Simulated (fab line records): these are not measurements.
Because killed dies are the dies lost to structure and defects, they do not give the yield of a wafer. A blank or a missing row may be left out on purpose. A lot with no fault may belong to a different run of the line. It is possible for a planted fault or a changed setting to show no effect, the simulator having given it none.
Which tool was responsible? -- flow sfq-line -- 21 wafers from 7 lots sampled at 5 of the route's 325 steps

== WHAT THE GAUGES SHOWED, per wafer ==
SFQ_R5_THK_MEAS_934: measures by xrf.
lot,measured,on,R5_MONX_THK (nm)
L497,day 65 06:38,film-metro-03,40.5 40.5 40.2
L499,day 66 03:38,film-metro-01,41.0 40.8 41.5
L503,day 67 21:55,film-metro-01,40.7 40.6 40.4
L506,day 68 03:39,film-metro-04,41.0 40.7 41.0
L513,day 70 15:34,film-metro-01,39.9 40.2 39.8
L515,day 70 20:01,film-metro-04,40.9 40.5 40.5
L518,day 71 00:53,film-metro-01,40.6 40.1 40.6

== TOOL THAT RAN EACH LOT (tool first, then ch and the chambers of the sampled wafers, then the start) ==
lot,SFQ_TRILAYER_I4_VIA_BARC_OPEN_VIA_ETCH_146,SFQ_TRILAYER_JJ_TRILAYER_DEP_SPUTTER_109,SFQ_TRILAYER_M5_BARC_OPEN_METAL_ETCH_161,SFQ_TRILAYER_M5_ETCH_METAL_ETCH_126
L497,"rie-diel-01 ch 0,2,3, day 53 14:19","pvd-sputter-03, day 53 15:16","rie-metal-03 ch 0,1, day 64 13:49","rie-metal-03 ch 0,1, day 64 13:52"
L499,"rie-diel-02 ch 0,2,3, day 54 05:55","pvd-sputter-06, day 54 06:52","rie-metal-01 ch 0,1, day 65 08:27","rie-metal-01 ch 0,1, day 65 08:31"
L503,"rie-diel-04 ch 1,2,3, day 57 11:29","pvd-sputter-06, day 57 12:28","rie-metal-03 ch 0,1, day 67 09:39","rie-metal-03 ch 0,1, day 67 09:43"
L506,"rie-diel-04 ch 0,1,3, day 63 00:32","pvd-sputter-05, day 63 01:29","rie-metal-01 ch 0,1, day 67 20:28","rie-metal-01 ch 0,1, day 67 20:34"
L513,"rie-diel-01 ch 1,2,3, day 65 21:39","pvd-sputter-05, day 65 22:37","rie-metal-01 ch 1, day 70 08:27","rie-metal-01 ch 1, day 70 08:31"
L515,"rie-diel-04 ch 0,3, day 67 02:27","pvd-sputter-06, day 67 03:24","rie-metal-01 ch 0,1, day 70 10:51","rie-metal-01 ch 0,1, day 70 10:55"
L518,"rie-diel-04 ch 0,1,2, day 67 21:39","pvd-sputter-05, day 67 22:36","rie-metal-02 ch 0,1, day 70 14:27","rie-metal-02 ch 0,1, day 70 14:31"
- SFQ_TRILAYER_I4_VIA_BARC_OPEN_VIA_ETCH_146: etches BARC in O2, target depth 125 nm, time 41.7 s.
- SFQ_TRILAYER_JJ_TRILAYER_DEP_SPUTTER_109: material Nb, target thk 150 nm, time 100 s.
- SFQ_TRILAYER_M5_BARC_OPEN_METAL_ETCH_161: etches BARC in O2, target depth 125 nm, time 41.7 s.
- SFQ_TRILAYER_M5_ETCH_METAL_ETCH_126: etches Nb in Cl2/BCl3, stops on SiO2, time 203.2 s, target depth 265 nm.

== THE ANSWER, worked out from the rows above alone ==
Rule: what is usual is taken from the lots themselves. Put in order of their means at a reading, lots are off if they are a third of the lots or fewer, leave a main group of 4 or more, and stand apart from it by a gap of 3 or more times the standard deviation of the main group's means; of several such gaps the widest counts. Not used: any main group whose means are identical at the precision the tables above print for the reading. A lot without any number at a reading at which 4 lots or more have one is off too. The other lots that the step has rows for count as sound.
Across all readings shown, no lot is off: no conclusion can be drawn from this.

== WHAT HAD BEEN PUT IN BY THE SIMULATOR ==
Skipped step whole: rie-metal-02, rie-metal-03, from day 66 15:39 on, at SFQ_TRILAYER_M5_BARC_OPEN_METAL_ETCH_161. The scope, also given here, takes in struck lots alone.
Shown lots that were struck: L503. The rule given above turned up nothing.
